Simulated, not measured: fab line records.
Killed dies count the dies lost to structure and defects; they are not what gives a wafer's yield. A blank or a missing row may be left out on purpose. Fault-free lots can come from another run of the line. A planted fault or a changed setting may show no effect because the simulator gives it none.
fab line records ; flow sky130 ; part 2 of 2: steps 28 to 38 of 38
[record] lots = 5; wafers = 15; lastDay = 50
route steps=708 shown VIA4@654 METAL5@661 PASSIVATION@681
lots untouched by any fault: they come from a run of this same line in which no faults occurred
startH: start of the lot's first displayed wafer, in hours after the record's first day ; waitH: hours elapsed since this lot's preceding step ; " unchanged from the row above ; L1.1+2: several wafers, shown together as one row ; - value missing, or start not given ; * or withheld: withheld ; < > ~ a bound
route shown NAME@n: names a module that has steps shown in the file, with the first one's number in the route ; usual: average and standard deviation across the fault-free wafers ; same: alike in all rows ; chamber/n: place in a boat ; sites: each site's reading ; _std_site: standard deviation of those values ; _edge_site: inner sites' mean taken away from outer sites' mean ; radiusMm: for every site, how far away it sits from the centre of the wafer ; mask NAME#n: copy n ; behind: the last tool/chamber to shape the wafer ; hold: what put the lot on hold/how long, in hours/how the hold closed ; device: transistor that didn't switch, given as n, p or np ; end of line: tests run on the same wafers once the route is complete ; a step without rows: its recipe alone ; killed: not the wafer's yield, but the dies lost to structure and defects at the first sort ; map: a wafer's dies, marking killed ones x, the rest . and places with no die _
set.NAME: setting as actually run; set.NAME@STEP: the setting as run at that earlier step ; model.NAME: the simulator's own value behind a step, which no gauge read
lots at some steps of the route; a table a step, a row a wafer
services: from which hour (startH, from the record's first day; less than 0 if before it) a tool's chamber was out of use, for how many hours, and why
[[steps]]
[step SKY_PASSIVATION_CVD_00]
[recipe] material = SiO2; targetThkNm = 90; tempC = 400; timeS = withheld; rfW = 600
[usual] heaterPowerW = 727/92
lot.wafer;tool;chamber;startH;waitH;heaterPowerW
L082.1;pecvd-01;0;1099.18;0.0;786
L082.4;pecvd-01;0;1099.18;0.0;822
L082.5;pecvd-01;2;1099.18;0.0;635
L086.2;pecvd-01;0;1121.03;0.0;839
L086.3;pecvd-01;1;1121.03;0.0;722
L086.5;pecvd-01;0;1121.03;0.0;686
L089.1;pecvd-02;2;1130.15;0.0;735
L089.5;pecvd-02;1;1130.15;0.0;596
L089.6;pecvd-02;2;1130.15;0.0;726
L094.1;pecvd-01;1;1158.89;0.0;648
L094.2;pecvd-01;2;1158.89;0.0;761
L094.6;pecvd-01;0;1158.89;0.0;800
L097.3;pecvd-02;1;1173.68;0.0;589
L097.4;pecvd-02;0;1173.68;0.0;762
L097.5;pecvd-02;2;1173.68;0.0;804
[step SKY_PASSIVATION_THK_MEAS_01]
[recipe] reads = SiO2_of_PASSIVATION_CVD_00
[usual] PASSIVATION_CVD_00_THK = 89.8/1.1
lot.wafer;tool;chamber;startH;waitH;PASSIVATION_CVD_00_THK[nm]
L082.1;filmMetro-02;-;1099.21;-;88.8
L082.4;filmMetro-02;-;1099.21;-;88.7
L082.5;filmMetro-02;-;1099.21;-;90.2
L086.2;filmMetro-01;-;1121.07;-;89.6
L086.3;filmMetro-01;-;1121.07;-;90.0
L086.5;filmMetro-01;-;1121.07;-;90.2
L089.1;filmMetro-03;-;1130.17;-;89.1
L089.5;filmMetro-03;-;1130.17;-;90.0
L089.6;filmMetro-03;-;1130.17;-;90.3
L094.1;filmMetro-03;-;1158.92;-;89.5
L094.2;filmMetro-03;-;1158.92;-;88.7
L094.6;filmMetro-03;-;1158.92;-;90.1
L097.3;filmMetro-02;-;1173.72;-;88.9
L097.4;filmMetro-02;-;1173.72;-;89.5
L097.5;filmMetro-02;-;1173.72;-;91.0
[step SKY_PASSIVATION_CVD_02]
[recipe] material = Si3N4; targetThkNm = 540; tempC = 400; timeS = withheld; rfW = 450
[usual] heaterPowerW = 824/99
lot.wafer;tool;chamber;startH;waitH;heaterPowerW
L082.1;pecvd-03;1;1099.27;0.1;997
L082.4;pecvd-03;0;1099.27;0.1;719
L082.5;pecvd-03;1;1099.27;0.1;799
L086.2;pecvd-02;2;1121.12;0.0;881
L086.3;pecvd-02;2;1121.12;0.0;899
L086.5;pecvd-02;0;1121.12;0.0;834
L089.1;pecvd-01;0;1130.23;0.1;817
L089.5;pecvd-01;0;1130.23;0.1;854
L089.6;pecvd-01;1;1130.23;0.1;810
L094.1;pecvd-03;0;1158.98;0.1;714
L094.2;pecvd-03;1;1158.98;0.1;962
L094.6;pecvd-03;0;1158.98;0.1;742
L097.3;pecvd-03;2;1173.76;0.0;994
L097.4;pecvd-03;0;1173.76;0.0;699
L097.5;pecvd-03;2;1173.76;0.0;802
[step SKY_PASSIVATION_THK_MEAS_03]
[recipe] reads = Si3N4_of_PASSIVATION_CVD_02
[usual] PASSIVATION_CVD_02_THK = 540/6.2
lot.wafer;tool;chamber;startH;waitH;PASSIVATION_CVD_02_THK[nm]
L082.1;filmMetro-02;-;1099.49;-;543
L082.4;filmMetro-02;-;1099.49;-;548
L082.5;filmMetro-02;-;1099.49;-;553
L086.2;filmMetro-02;-;1121.46;-;534
L086.3;filmMetro-02;-;1121.46;-;543
L086.5;filmMetro-02;-;1121.46;-;541
L089.1;filmMetro-01;-;1130.45;-;536
L089.5;filmMetro-01;-;1130.45;-;538
L089.6;filmMetro-01;-;1130.45;-;548
L094.1;filmMetro-03;-;1159.20;-;540
L094.2;filmMetro-03;-;1159.20;-;539
L094.6;filmMetro-03;-;1159.20;-;550
L097.3;filmMetro-03;-;1174.00;-;525
L097.4;filmMetro-03;-;1174.00;-;535
L097.5;filmMetro-03;-;1174.00;-;533
[step SKY_PASSIVATION_DEHYDRATE_04]
[recipe] tempC = 200; timeS = 60
[usual] plateTempC = 199.96/0.16
[same] timeS = 60
lot.wafer;tool;chamber;startH;waitH;plateTempC
L082.1;lithoTrack-03;0;1109.41;9.9;199.97
L082.4;lithoTrack-03;0;1109.41;9.9;199.73
L082.5;lithoTrack-03;0;1109.41;9.9;199.66
L086.2;lithoTrack-02;0;1131.19;9.7;200.09
L086.3;lithoTrack-02;0;1131.19;9.7;199.93
L086.5;lithoTrack-02;0;1131.19;9.7;200.05
L089.1;lithoTrack-02;0;1139.51;9.1;199.95
L089.5;lithoTrack-02;0;1139.51;9.1;200.26
L089.6;lithoTrack-02;0;1139.51;9.1;200.09
L094.1;lithoTrack-02;0;1167.46;8.3;199.92
L094.2;lithoTrack-02;0;1167.46;8.3;199.82
L094.6;lithoTrack-02;0;1167.46;8.3;200.02
L097.3;lithoTrack-03;0;1180.16;6.1;199.71
L097.4;lithoTrack-03;0;1180.16;6.1;200.00
L097.5;lithoTrack-03;0;1180.16;6.1;199.67
[step SKY_PASSIVATION_HMDS_05]
[recipe] primeTimeS = 60; primeTempC = 120
[same] primeTimeS = 60
lot.wafer;tool;chamber;startH;waitH
L082.1+4+5;lithoTrack-03;0;1109.56;0.1
L086.2+3+5;lithoTrack-02;0;1131.34;0.1
L089.1+5+6;lithoTrack-02;0;1139.66;0.1
L094.1+2+6;lithoTrack-02;0;1167.61;0.1
L097.3+4+5;lithoTrack-03;0;1180.31;0.1
[step SKY_PASSIVATION_COAT_06]
[recipe] spinRpm = 2000; resistThkNm = 3000
lot.wafer;tool;chamber;startH;waitH
L082.1+4+5;lithoTrack-03;0;1109.71;0.1
L086.2+3+5;lithoTrack-02;0;1131.49;0.1
L089.1+5+6;lithoTrack-02;0;1139.81;0.1
L094.1+2+6;lithoTrack-02;0;1167.76;0.1
L097.3+4+5;lithoTrack-03;0;1180.46;0.1
[step SKY_PASSIVATION_SOFTBAKE_07]
[recipe] tempC = 110; timeS = withheld
[usual] plateTempC = 109.98/0.13
lot.wafer;tool;chamber;startH;waitH;plateTempC
L082.1;lithoTrack-03;0;1109.86;0.1;110.01
L082.4;lithoTrack-03;0;1109.86;0.1;109.91
L082.5;lithoTrack-03;0;1109.86;0.1;110.03
L086.2;lithoTrack-02;0;1131.65;0.1;109.93
L086.3;lithoTrack-02;0;1131.65;0.1;109.94
L086.5;lithoTrack-02;0;1131.65;0.1;110.10
L089.1;lithoTrack-02;0;1139.96;0.1;110.27
L089.5;lithoTrack-02;0;1139.96;0.1;110.07
L089.6;lithoTrack-02;0;1139.96;0.1;109.90
L094.1;lithoTrack-02;0;1167.91;0.1;109.93
L094.2;lithoTrack-02;0;1167.91;0.1;109.90
L094.6;lithoTrack-02;0;1167.91;0.1;109.86
L097.3;lithoTrack-03;0;1180.63;0.1;110.07
L097.4;lithoTrack-03;0;1180.63;0.1;109.81
L097.5;lithoTrack-03;0;1180.63;0.1;110.12
[step SKY_PASSIVATION_EXPOSE_08]
[recipe] maskId = NSM; targetCdNm = 3000; na = 0.57; doseMj = 260
[usual] reticleTempC = 22.98/0.11
lot.wafer;tool;chamber;startH;waitH;mask;reticleTempC
L082.1;ilineStepper-02;0;-;-;NSM#0;22.84
L082.4;ilineStepper-02;0;-;-;NSM#0;22.87
L082.5;ilineStepper-02;0;-;-;NSM#0;22.89
L086.2;ilineStepper-01;0;-;-;NSM#0;22.88
L086.3;ilineStepper-01;0;-;-;NSM#0;23.15
L086.5;ilineStepper-01;0;-;-;NSM#0;22.99
L089.1;ilineStepper-02;0;-;-;NSM#0;23.01
L089.5;ilineStepper-02;0;-;-;NSM#0;23.09
L089.6;ilineStepper-02;0;-;-;NSM#0;22.95
L094.1;ilineStepper-02;0;-;-;NSM#0;23.13
L094.2;ilineStepper-02;0;-;-;NSM#0;22.96
L094.6;ilineStepper-02;0;-;-;NSM#0;22.90
L097.3;ilineStepper-02;0;-;-;NSM#0;22.97
L097.4;ilineStepper-02;0;-;-;NSM#0;23.05
L097.5;ilineStepper-02;0;-;-;NSM#0;22.92
[step SKY_PASSIVATION_PEB_09]
[recipe] tempC = 115; timeS = withheld
[usual] plateTempC = 114.99/0.15
lot.wafer;tool;chamber;startH;waitH;plateTempC
L082.1;lithoTrack-02;0;-;-;114.49
L082.4;lithoTrack-02;0;-;-;115.08
L082.5;lithoTrack-02;0;-;-;114.95
L086.2;lithoTrack-03;0;-;-;115.16
L086.3;lithoTrack-03;0;-;-;114.86
L086.5;lithoTrack-03;0;-;-;115.22
L089.1;lithoTrack-04;0;-;-;114.97
L089.5;lithoTrack-04;0;-;-;114.87
L089.6;lithoTrack-04;0;-;-;114.87
L094.1;lithoTrack-02;0;-;-;115.09
L094.2;lithoTrack-02;0;-;-;114.62
L094.6;lithoTrack-02;0;-;-;114.80
L097.3;lithoTrack-03;0;-;-;114.89
L097.4;lithoTrack-03;0;-;-;114.90
L097.5;lithoTrack-03;0;-;-;114.99
[step SKY_PASSIVATION_DEVELOP_10]
[recipe] developTimeS = 60; devTempC = 23
lot.wafer;tool;chamber;startH;waitH
L082.1+4+5;lithoTrack-02;0;-;-
L086.2+3+5;lithoTrack-03;0;-;-
L089.1+5+6;lithoTrack-04;0;-;-
L094.1+2+6;lithoTrack-02;0;-;-
L097.3+4+5;lithoTrack-03;0;-;-
[[services]]
tool;chamber;startH;hours;kind
pvdSputter-04;-;1057.39;14.6;repair
pecvd-01;-;1058.07;0.6;repair
cvdW-02;-;1059.39;2.8;pm
rieMetal-03;0;1073.30;11.9;repair
ilineStepper-02;-;1078.56;2.1;pm
cvdW-02;-;1082.15;6.9;pm
ilineStepper-01;-;1082.81;1.7;pm
cmp-01;-;1084.16;4.0;pm
wetBench-04;-;1088.43;0.5;repair
ilineStepper-01;-;1106.13;4.3;pm
pvdSputter-01;-;1116.54;2.1;repair
cmp-01;-;1120.02;1.0;repair
pecvd-03;-;1122.82;28.1;pm
ilineStepper-02;-;1129.99;8.9;pm
rieMetal-03;1;1132.69;27.7;repair
pvdSputter-02;-;1153.65;1.1;repair
pecvd-02;-;1163.72;1.7;repair
cmp-01;-;1169.34;4.4;repair
pvdSputter-02;-;1177.11;4.5;repair
pecvd-02;-;1180.06;2.4;repair
pvdSputter-01;-;1180.84;17.2;repair
cmp-01;-;1181.85;8.4;pm
pecvd-01;-;1182.39;0.9;repair
cmp-01;-;1187.64;0.3;repair
